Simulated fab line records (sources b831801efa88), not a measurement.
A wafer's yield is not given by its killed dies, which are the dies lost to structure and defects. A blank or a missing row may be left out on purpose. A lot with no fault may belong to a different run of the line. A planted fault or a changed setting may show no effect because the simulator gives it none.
fab line records	flow sky130
record lots=6	wafers=18	last_day=51
route steps=708 shown VT_ADJUST_LVTN@105 VT_ADJUST_NCORE@119 VT_ADJUST_HVTR@131 PAD_OPEN@708
lots untouched by any fault: they come from a run of this same line in which no faults occurred
start_h: hours from the record's first day to the start of the lot's first wafer shown	wait_h: hours since the lot's step before	" identical to the entry in the row above	L1.1+2: one row covering several wafers at once	- no value, or no start was given	* or withheld: withheld	< > ~ a bound
route shown NAME@n: NAME is a module with steps in the file, n the number in the route of the first one	usual: mean/standard deviation taken from wafers without a fault	same: alike in all rows	chamber/n: place in a boat	sites: readings site by site	_std_site: the values' standard deviation	_edge_site: the outer-site mean with the inner-site mean subtracted	radius_mm: how far each site lies from the wafer's centre	mask NAME#n: copy n	behind: tool/chamber where the wafer was last shaped	hold: reason for holding the lot/hours on hold/outcome of the hold	device: whichever transistor did not switch (one of n, p or np)	end of line: the same wafers' tests at the end of the route	where a step has no rows: the recipe by itself	killed: at the first sort, the dies lost to defects and structure; wafer yield is something else	map: per-die view of a wafer (x killed, . not killed, _ where there is no die)
set.NAME: the setting that was run; set.NAME@STEP: the one run at that earlier step	model.NAME: the simulator's own value behind a step, which no gauge read
lots at some steps of the route; a table a step, a row a wafer
services: a tool's chamber out of use, with start hour (start_h, from the record's first day; less than 0 if before it), hours out, and reason
## steps
# step SKY_VT_ADJUST_LVTN_IMPLANT_08
# recipe species=B	energy_kev=30	dose_cm2=1.57e+12	tilt_deg=withheld
# step SKY_VT_ADJUST_LVTN_STRIP_09
# recipe chemistry=O2/N2	power_w=1400	pressure_mtorr=1500	platen_temp_c=withheld	o2_flow_sccm=3000	n2_flow_sccm=300	overash_fraction=0.5
# usual chamber_pressure_mTorr=1500.1/1.3	drypump_motor_current_A=5.41/0.27	oes_product_au=0.722/0.0047	strip_time_to_endpoint_s=36.90/0.13
lot.wafer	tool	chamber	start_h	wait_h	chamber_pressure_mTorr	drypump_motor_current_A	oes_product_au	rf_hours_counter_h	strip_time_to_endpoint_s
L891.1	plasma_asher-02	0	167.80	0.1	1498.8	5.68	0.715	47	36.81
L891.4	"	1	"	"	1498.4	5.93	0.723	-	36.83
L891.5	"	0	"	"	1500.6	5.68	0.724	-	36.94
L892.1	plasma_asher-01	0	178.18	0.1	1498.6	5.09	0.717	6	36.70
L892.2	"	1	"	"	1501.2	5.32	0.725	6	36.68
L892.4	"	1	"	"	1499.4	5.28	0.722	-	36.80
L895.2	plasma_asher-02	0	202.82	0.1	1501.2	5.68	0.722	51	36.77
L895.4	"	0	"	"	1501.9	5.70	0.725	-	36.81
L895.6	"	1	"	"	1499.2	5.92	0.723	-	36.84
L903.4	plasma_asher-03	0	243.96	0.1	1500.0	5.32	0.723	-	36.86
L903.5	"	1	"	"	1501.4	5.29	0.728	-	37.00
L903.6	"	0	"	"	1499.0	5.34	0.724	-	36.92
L908.3	plasma_asher-01	1	277.41	0.1	1500.3	5.33	0.725	-	36.92
L908.5	"	1	"	"	1497.5	5.33	0.722	-	36.98
L908.6	"	0	"	"	1498.6	5.13	0.712	-	36.92
L912.1	plasma_asher-03	0	298.80	0.1	1499.1	5.32	0.718	50	37.14
L912.2	"	1	"	"	1500.8	5.25	0.719	50	37.06
L912.3	"	1	"	"	1502.4	5.25	0.728	-	37.22
# step SKY_VT_ADJUST_LVTN_TW_MEAS_10
# usual VT_ADJUST_LVTN_TW=239.4/1.9
lot.wafer	tool	chamber	start_h	wait_h	VT_ADJUST_LVTN_TW
L891.1	film_metro-01	-	167.90	0.1	243.1
L891.4	"	-	"	"	239.7
L891.5	"	-	"	"	240.5
L892.1	film_metro-04	-	178.28	0.1	238.3
L892.2	"	-	"	"	239.1
L892.4	"	-	"	"	240.4
L895.2	film_metro-01	-	202.93	0.1	240.4
L895.4	"	-	"	"	240.2
L895.6	"	-	"	"	239.8
L903.4	film_metro-01	-	244.05	0.1	239.5
L903.5	"	-	"	"	240.2
L903.6	"	-	"	"	239.5
L908.3	film_metro-01	-	277.50	0.1	240.0
L908.5	"	-	"	"	239.6
L908.6	"	-	"	"	239.2
L912.1	film_metro-02	-	298.90	0.1	235.9
L912.2	"	-	"	"	236.1
L912.3	"	-	"	"	235.8
# step SKY_VT_ADJUST_LVTN_DEHYDRATE_11
# recipe temp_c=200	time_s=60
# step SKY_VT_ADJUST_LVTN_HMDS_12
# recipe prime_time_s=60	prime_temp_c=120
# step SKY_VT_ADJUST_LVTN_COAT_13
# recipe resist=NOVOLAK	spin_rpm=3000	resist_thk_nm=1140
# step SKY_VT_ADJUST_LVTN_SOFTBAKE_14
# recipe temp_c=90	time_s=60	resist=NOVOLAK
# step SKY_VT_ADJUST_LVTN_EXPOSE_15
# recipe mask_id=HVN_STD_DERIVED	na=0.6	source_shape=conventional	sigma_outer=0.6	polarization=unpolarized	target_cd_nm=600	dose_mj=163
# step SKY_VT_ADJUST_LVTN_PEB_16
# recipe temp_c=withheld	time_s=*	resist=NOVOLAK
# step SKY_VT_ADJUST_LVTN_DEVELOP_17
# recipe resist=NOVOLAK	developer=TMAH	develop_time_s=60	dev_temp_c=23
# step SKY_VT_ADJUST_LVTN_OVL_MEAS_18
# usual VT_ADJUST_LVTN_01_OVL=0.8/1.3
lot.wafer	tool	chamber	start_h	wait_h	VT_ADJUST_LVTN_01_OVL[nm]
L891.1	overlay-01	-	190.74	0.1	1.5
L891.4	"	-	"	"	3.1
L891.5	"	-	"	"	2.5
L892.1	overlay-01	-	201.74	0.1	1.3
L892.2	"	-	"	"	0.2
L892.4	"	-	"	"	0.2
L895.2	overlay-01	-	225.67	0.1	2.6
L895.4	"	-	"	"	0.5
L895.6	"	-	"	"	0.0
L903.4	overlay-01	-	266.84	0.1	-1.3
L903.5	"	-	"	"	1.4
L903.6	"	-	"	"	0.9
L908.3	overlay-02	-	300.83	0.1	-0.7
L908.5	"	-	"	"	2.1
L908.6	"	-	"	"	0.4
L912.1	overlay-01	-	323.39	0.1	0.4
L912.2	"	-	"	"	2.0
L912.3	"	-	"	"	0.6
# step SKY_VT_ADJUST_LVTN_IMPLANT_19
# recipe species=B	energy_kev=30	dose_cm2=6.5e+11	tilt_deg=withheld
# step SKY_VT_ADJUST_LVTN_STRIP_20
# recipe chemistry=O2/N2	power_w=1400	pressure_mtorr=1500	platen_temp_c=withheld	o2_flow_sccm=3000	n2_flow_sccm=300	overash_fraction=0.5
# usual chamber_pressure_mTorr=1500.0/1.3	drypump_motor_current_A=5.32/0.2	oes_product_au=0.715/0.0047	strip_time_to_endpoint_s=14.19/0.042
lot.wafer	tool	chamber	start_h	wait_h	chamber_pressure_mTorr	drypump_motor_current_A	oes_product_au	rf_hours_counter_h	strip_time_to_endpoint_s	model.NOVOLAK_of_VT_ADJUST_LVTN_COAT_13.thk_nm
L891.1	plasma_asher-03	1	191.07	0.1	-	-	-	-	-	1138
L891.4	"	0	"	"	-	-	-	-	-	1141
L891.5	"	1	"	"	-	-	-	-	-	1140
L892.1	plasma_asher-02	0	201.93	0.1	-	-	-	-	-	1137
L892.2	"	1	"	"	-	-	-	-	-	1138
L892.4	"	0	"	"	-	-	-	-	-	1137
L895.2	plasma_asher-03	0	225.85	0.1	1503.3	5.29	0.719	43	14.24	0
L895.4	"	0	"	"	1501.7	5.31	0.721	-	14.20	0
L895.6	"	1	"	"	1500.0	5.27	0.710	-	14.18	0
L903.4	plasma_asher-03	0	267.04	0.1	1500.6	5.32	0.712	-	14.21	0
L903.5	"	0	"	"	1499.8	5.32	0.707	-	14.25	0
L903.6	"	1	"	"	1500.5	5.30	0.711	-	14.26	0
L908.3	plasma_asher-02	0	301.04	0.1	1500.7	5.68	0.713	-	14.20	0
L908.5	"	0	"	"	1500.8	5.69	0.715	-	14.21	0
L908.6	"	1	"	"	1499.4	5.93	0.731	-	14.20	0
L912.1	plasma_asher-02	1	323.57	0.1	1499.7	5.96	0.716	63	14.17	0
L912.2	"	0	"	"	1499.8	5.68	0.718	63	14.19	0
L912.3	"	0	"	"	1500.0	5.69	0.709	-	14.22	0
# step SKY_VT_ADJUST_LVTN_TW_MEAS_21
# usual VT_ADJUST_LVTN_2_TW=186.8/1.6
lot.wafer	tool	chamber	start_h	wait_h	VT_ADJUST_LVTN_2_TW
L891.1	film_metro-02	-	191.17	0.1	185.1
L891.4	"	-	"	"	185.5
L891.5	"	-	"	"	187.3
L892.1	film_metro-02	-	202.03	0.1	184.3
L892.2	"	-	"	"	184.8
L892.4	"	-	"	"	185.2
L895.2	film_metro-04	-	225.96	0.1	187.8
L895.4	"	-	"	"	187.7
L895.6	"	-	"	"	187.8
L903.4	film_metro-04	-	267.13	0.1	187.5
L903.5	"	-	"	"	188.1
L903.6	"	-	"	"	187.1
L908.3	film_metro-01	-	301.12	0.1	188.0
L908.5	"	-	"	"	187.8
L908.6	"	-	"	"	187.2
L912.1	film_metro-04	-	323.67	0.1	187.4
L912.2	"	-	"	"	187.9
L912.3	"	-	"	"	186.5
# step SKY_VT_ADJUST_NCORE_DEHYDRATE_00
# recipe temp_c=200	time_s=60
# step SKY_VT_ADJUST_NCORE_HMDS_01
# recipe prime_time_s=60	prime_temp_c=120
# step SKY_VT_ADJUST_NCORE_COAT_02
# recipe resist=NOVOLAK	spin_rpm=3000	resist_thk_nm=1140
# step SKY_VT_ADJUST_NCORE_SOFTBAKE_03
# recipe temp_c=90	time_s=60	resist=NOVOLAK
# step SKY_VT_ADJUST_NCORE_EXPOSE_04
# recipe mask_id=LVTN_COMPLEMENT_THIN	na=0.6	source_shape=conventional	sigma_outer=0.6	polarization=unpolarized	target_cd_nm=380	dose_mj=139
# step SKY_VT_ADJUST_NCORE_PEB_05
# recipe temp_c=withheld	time_s=*	resist=NOVOLAK
# step SKY_VT_ADJUST_NCORE_DEVELOP_06
# recipe resist=NOVOLAK	developer=TMAH	develop_time_s=60	dev_temp_c=23
# step SKY_VT_ADJUST_NCORE_CD_MEAS_07
# recipe target_cd_nm=380
# usual cd_nm=380.0/2.5
lot.wafer	tool	chamber	start_h	wait_h	cd_nm
L891.1	cd_sem-02	-	215.09	0.1	378.5
L891.4	"	-	"	"	380.2
L891.5	"	-	"	"	379.1
L892.1	cd_sem-02	-	224.69	0.1	381.3
L892.2	"	-	"	"	379.5
L892.4	"	-	"	"	379.4
L895.2	cd_sem-02	-	248.26	0.1	378.6
L895.4	"	-	"	"	377.1
L895.6	"	-	"	"	377.7
L903.4	cd_sem-01	-	291.25	0.1	380.1
L903.5	"	-	"	"	376.3
L903.6	"	-	"	"	380.8
L908.3	cd_sem-01	-	326.28	0.1	377.1
L908.5	"	-	"	"	376.9
L908.6	"	-	"	"	377.1
L912.1	cd_sem-01	-	349.69	0.1	378.2
L912.2	"	-	"	"	377.7
L912.3	"	-	"	"	377.1
# step SKY_VT_ADJUST_NCORE_OVL_MEAS_08
# usual VT_ADJUST_NCORE_OVL=-0.5/1.3
lot.wafer	tool	chamber	start_h	wait_h	VT_ADJUST_NCORE_OVL[nm]
L891.1	overlay-01	-	215.21	0.1	2.0
L891.4	"	-	"	"	-1.1
L891.5	"	-	"	"	-0.3
L892.1	overlay-01	-	224.81	0.1	-0.2
L892.2	"	-	"	"	1.2
L892.4	"	-	"	"	-0.9
L895.2	overlay-02	-	248.37	0.1	-3.5
L895.4	"	-	"	"	-2.5
L895.6	"	-	"	"	-2.5
L903.4	overlay-02	-	291.33	0.1	-1.1
L903.5	"	-	"	"	0.4
L903.6	"	-	"	"	-0.9
L908.3	overlay-01	-	326.37	0.1	1.8
L908.5	"	-	"	"	2.1
L908.6	"	-	"	"	0.1
L912.1	overlay-01	-	349.81	0.1	-0.2
L912.2	"	-	"	"	-2.8
L912.3	"	-	"	"	-0.1
# step SKY_VT_ADJUST_NCORE_IMPLANT_09
# recipe species=B	energy_kev=10	dose_cm2=2.4e+12	tilt_deg=withheld
# step SKY_VT_ADJUST_NCORE_STRIP_10
# recipe chemistry=O2/N2	power_w=1400	pressure_mtorr=1500	platen_temp_c=withheld	o2_flow_sccm=3000	n2_flow_sccm=300	overash_fraction=0.5
# usual chamber_pressure_mTorr=1500.1/1.5	drypump_motor_current_A=5.6/0.32	oes_product_au=0.715/0.0044	strip_time_to_endpoint_s=14.20/0.055
lot.wafer	tool	chamber	start_h	wait_h	chamber_pressure_mTorr	drypump_motor_current_A	oes_product_au	rf_hours_counter_h	strip_time_to_endpoint_s
L891.1	plasma_asher-01	0	215.39	0.1	1497.7	5.1	0.714	9	31.33
L891.4	"	0	"	"	1500.1	5.1	0.715	-	31.37
L891.5	"	0	"	"	1499.7	5.1	0.722	-	31.35
L892.1	plasma_asher-02	0	225.00	0.1	1497.9	5.7	0.719	53	31.31
L892.2	"	1	"	"	1499.2	6.0	0.716	53	31.33
L892.4	"	0	"	"	1499.8	5.7	0.728	-	31.29
L895.2	plasma_asher-02	1	248.55	0.1	1499.3	5.9	0.714	56	14.17
L895.4	"	0	"	"	1499.0	5.7	0.721	-	14.16
L895.6	"	0	"	"	1499.7	5.7	0.723	-	14.17
L903.4	plasma_asher-04	0	291.53	0.1	1501.4	5.9	0.721	-	14.21
L903.5	"	1	"	"	1499.2	5.9	0.715	-	14.27
L903.6	"	0	"	"	1498.0	5.9	0.716	-	14.20
L908.3	plasma_asher-01	1	326.58	0.1	1499.8	5.3	0.716	-	14.26
L908.5	"	0	"	"	1501.7	5.1	0.719	-	14.26
L908.6	"	1	"	"	1503.8	5.3	0.717	-	14.26
L912.1	plasma_asher-02	1	350.00	0.1	1502.8	5.9	0.723	66	14.16
L912.2	"	0	"	"	1499.1	5.7	0.715	66	14.20
L912.3	"	0	"	"	1501.3	5.7	0.716	-	14.15
# step SKY_VT_ADJUST_NCORE_TW_MEAS_11
# usual VT_ADJUST_NCORE_TW=216.3/1.5
lot.wafer	tool	chamber	start_h	wait_h	VT_ADJUST_NCORE_TW
L891.1	film_metro-02	-	215.49	0.1	29.4
L891.4	"	-	"	"	29.5
L891.5	"	-	"	"	29.3
L892.1	film_metro-01	-	225.10	0.1	29.8
L892.2	"	-	"	"	29.7
L892.4	"	-	"	"	29.7
L895.2	film_metro-03	-	248.66	0.1	215.6
L895.4	"	-	"	"	216.4
L895.6	"	-	"	"	216.0
L903.4	film_metro-02	-	291.63	0.1	214.7
L903.5	"	-	"	"	214.8
L903.6	"	-	"	"	214.9
L908.3	film_metro-01	-	326.67	0.1	219.0
L908.5	"	-	"	"	218.3
L908.6	"	-	"	"	218.1
L912.1	film_metro-01	-	350.12	0.1	218.3
L912.2	"	-	"	"	217.9
L912.3	"	-	"	"	218.2
# step SKY_VT_ADJUST_HVTR_DEHYDRATE_00
# recipe temp_c=200	time_s=60
# step SKY_PAD_OPEN_PROBE_99
lot.wafer	tool	chamber	start_h	wait_h	model.etest.pfet_16v.r_on_ohm_um	model.etest.nfet_16v.r_on_ohm_um	model.etest.pfet_g5v0d10v5.r_on_ohm_um	model.etest.tip_p.rs_ohm_sq	model.etest.pfet_01v8.r_on_ohm_um	model.etest.tip_p_5v.rs_ohm_sq	model.etest.pfet_g5v0d10v5.drive_ua_um	model.etest.nfet_01v8.drive_ua_um
L891.1	prober-02	-	1112.23	0.1	1.66e+04	1.222e+04	6096	7655	3381	3070	243.6	575.8
L891.4	prober-02	-	1112.38	0.2	1.688e+04	1.232e+04	6004	7632	3442	3084	247.6	578.5
L891.5	prober-02	-	1112.43	0.2	1.712e+04	1.256e+04	6098	7739	3455	3070	245.5	576.3
L892.1	prober-01	-	1117.15	0.1	1.737e+04	1.253e+04	6166	7692	3462	3122	237.9	572.4
L892.2	prober-01	-	1117.20	0.1	1.766e+04	1.245e+04	6115	7686	3494	3104	241.9	568.9
L892.4	prober-01	-	1117.30	0.2	1.716e+04	1.234e+04	6179	7713	3444	3137	241.8	574.6
L895.2	prober-02	-	1141.56	0.1	1.46e+04	1.414e+04	4774	6666	2870	2837	342.9	465.3
L895.4	prober-02	-	1141.66	0.2	1.537e+04	1.4e+04	4803	6658	2840	2852	336	477.6
L895.6	prober-02	-	1141.76	0.2	1.516e+04	1.397e+04	4736	6666	2827	2835	343.9	479.5
L903.4	prober-01	-	1176.82	0.2	1.515e+04	1.425e+04	4763	6855	3004	2848	341.4	496.9
L903.5	prober-01	-	1176.87	0.2	1.511e+04	1.432e+04	4811	6868	3045	2857	334.4	497.1
L903.6	prober-01	-	1176.92	0.2	1.506e+04	1.422e+04	4830	6875	3008	2848	336.3	506.7
L908.3	prober-01	-	1196.51	0.2	1.501e+04	1.4e+04	4798	6798	2873	2846	340	504.5
L908.5	prober-01	-	1196.61	0.2	1.526e+04	1.413e+04	4752	6792	2864	2835	343.6	500.9
L908.6	prober-01	-	1196.66	0.2	1.528e+04	1.396e+04	4648	6723	2848	2861	348.2	504.7
L912.1	prober-01	-	1217.01	0.1	1.48e+04	1.402e+04	4694	6814	2908	2803	344.1	480.4
L912.2	prober-01	-	1217.06	0.1	1.509e+04	1.392e+04	4771	6744	2935	2811	342.3	476
L912.3	prober-01	-	1217.11	0.2	1.53e+04	1.379e+04	4696	6783	2895	2838	348.6	482
# killed by level:class
L895.2 CONTACT:geometric_particle:open=8 METAL1:geometric_particle:short=6 METAL2:geometric_particle:short=6 VIA3:geometric_particle:open=6 LI_CONTACT:geometric_particle:open=5 LOCAL_INTERCONNECT:geometric_particle:short=5 VIA1:geometric_particle:open=5 POLY_GATE:geometric_particle:open=4
L895.4 METAL1:geometric_particle:short=10 METAL2:geometric_particle:short=7 VIA1:geometric_particle:open=6 CONTACT:geometric_particle:open=6 LI_CONTACT:geometric_particle:open=5 CONTACT:geometric_particle:short=5 POLY_GATE:geometric_particle:open=4 LOCAL_INTERCONNECT:geometric_particle:short=4
L895.6 VIA1:geometric_particle:open=11 VIA3:geometric_particle:open=9 LI_CONTACT:geometric_particle:open=9 METAL1:geometric_particle:short=9 VIA1:geometric_particle:short=8 VIA2:geometric_particle:open=7 CONTACT:geometric_particle:open=5 SONOS_ONO:geometric_particle:open=4
L903.4 CONTACT:geometric_particle:open=9 METAL2:geometric_particle:short=7 VIA2:geometric_particle:open=7 CONTACT:geometric_particle:short=6 LOCAL_INTERCONNECT:geometric_particle:short=6 VIA1:geometric_particle:short=5 POLY_GATE:geometric_particle:short=4 METAL1:geometric_particle:short=4
L903.5 VIA1:geometric_particle:open=12 LI_CONTACT:geometric_particle:open=7 LOCAL_INTERCONNECT:geometric_particle:short=7 VIA2:geometric_particle:open=6 CONTACT:geometric_particle:open=6 VIA3:geometric_particle:open=6 POLY_GATE:geometric_particle:open=5 METAL2:geometric_particle:short=5
L903.6 CONTACT:geometric_particle:open=11 VIA3:geometric_particle:open=10 LI_CONTACT:geometric_particle:open=9 VIA1:geometric_particle:open=8 METAL1:geometric_particle:short=7 CONTACT:geometric_particle:short=6 FIELD_ISO:geometric_particle:short=5 LOCAL_INTERCONNECT:geometric_particle:short=5
L908.3 CONTACT:geometric_particle:open=15 VIA3:geometric_particle:open=10 FIELD_ISO:geometric_particle:open=8 METAL1:geometric_particle:short=7 LI_CONTACT:geometric_particle:short=6 VIA1:geometric_particle:open=6 FIELD_ISO:geometric_particle:short=4 METAL2:geometric_particle:short=4
L908.5 VIA1:geometric_particle:open=15 CONTACT:geometric_particle:open=7 FIELD_ISO:geometric_particle:short=6 LI_CONTACT:geometric_particle:open=6 CONTACT:geometric_particle:short=6 VIA3:geometric_particle:open=5 FIELD_ISO:geometric_particle:open=4 POLY_GATE:geometric_particle:short=4
L908.6 VIA1:geometric_particle:open=17 VIA2:geometric_particle:open=7 CONTACT:geometric_particle:open=6 METAL1:geometric_particle:short=6 METAL2:geometric_particle:short=6 VIA3:geometric_particle:open=6 VIA3:geometric_particle:short=5 FIELD_ISO:geometric_particle:open=4
L912.1 VIA1:geometric_particle:open=10 METAL1:geometric_particle:short=7 CONTACT:geometric_particle:short=7 FIELD_ISO:geometric_particle:short=6 FIELD_ISO:geometric_particle:open=6 LI_CONTACT:geometric_particle:open=5 CONTACT:geometric_particle:open=5 VIA3:geometric_particle:open=5
L912.2 CONTACT:geometric_particle:open=14 VIA1:geometric_particle:open=10 VIA1:geometric_particle:short=6 VIA3:geometric_particle:open=6 VIA2:geometric_particle:open=5 FIELD_ISO:geometric_particle:open=4 LOCAL_INTERCONNECT:geometric_particle:short=4 CONTACT:geometric_particle:short=4
L912.3 VIA1:geometric_particle:open=9 CONTACT:geometric_particle:open=6 CONTACT:geometric_particle:short=6 VIA3:geometric_particle:open=6 FIELD_ISO:geometric_particle:open=5 POLY_GATE:geometric_particle:open=5 METAL2:geometric_particle:short=5 VIA1:geometric_particle:short=4
## services
tool	chamber	start_h	hours	kind
plasma_asher-01	-	170.90	0.9	repair
plasma_asher-01	-	208.59	2.8	repair
plasma_asher-04	-	300.06	2.8	pm
plasma_asher-01	-	346.35	14.6	pm
## key
first_sign step=SKY_VT_ADJUST_LVTN_STRIP_20	reading=tool_record	direction=missing
effect step=SKY_VT_ADJUST_NCORE_STRIP_10	reading=strip_time_to_endpoint_s	direction=up	sigmas=99+	usual=*	struck=*
effect step=SKY_VT_ADJUST_NCORE_TW_MEAS_11	reading=VT_ADJUST_NCORE_TW	direction=down	sigmas=99+	usual=216.3	struck=29.5
model_effect step=SKY_VT_ADJUST_LVTN_STRIP_20	value=NOVOLAK_of_VT_ADJUST_LVTN_COAT_13.thk_nm	without=0	struck=1139
model_effect step=SKY_PAD_OPEN_PROBE_99	value=etest.pfet_16v.r_on_ohm_um	without=1.548e+04	struck=1.713e+04
met_at SKY_VT_ADJUST_LVTN_STRIP_20
struck_wafers L891.1,L891.4,L891.5,L892.1,L892.2,L892.4
sort_left_out L891.1,L891.4,L891.5,L892.1,L892.2,L892.4
tester_left_out L891,L892
fault kind=skipped_step_whole	tool=plasma_asher-02,plasma_asher-03	chamber=-	onset_h=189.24	steps=SKY_VT_ADJUST_LVTN_STRIP_20	scope=struck_lots_only
# tester_left_out: of these lots the tester's yield and bins aren't shown, on N5 and GAA mostly nor the transistor test; their killed dies are dies lost to structure and defects alone, not to doping, threshold or leakage, so they don't give the yield
# sort_left_out: the simulated sort isn't trusted on such a fault, so these wafers' sort isn't shown, and their yield isn't known
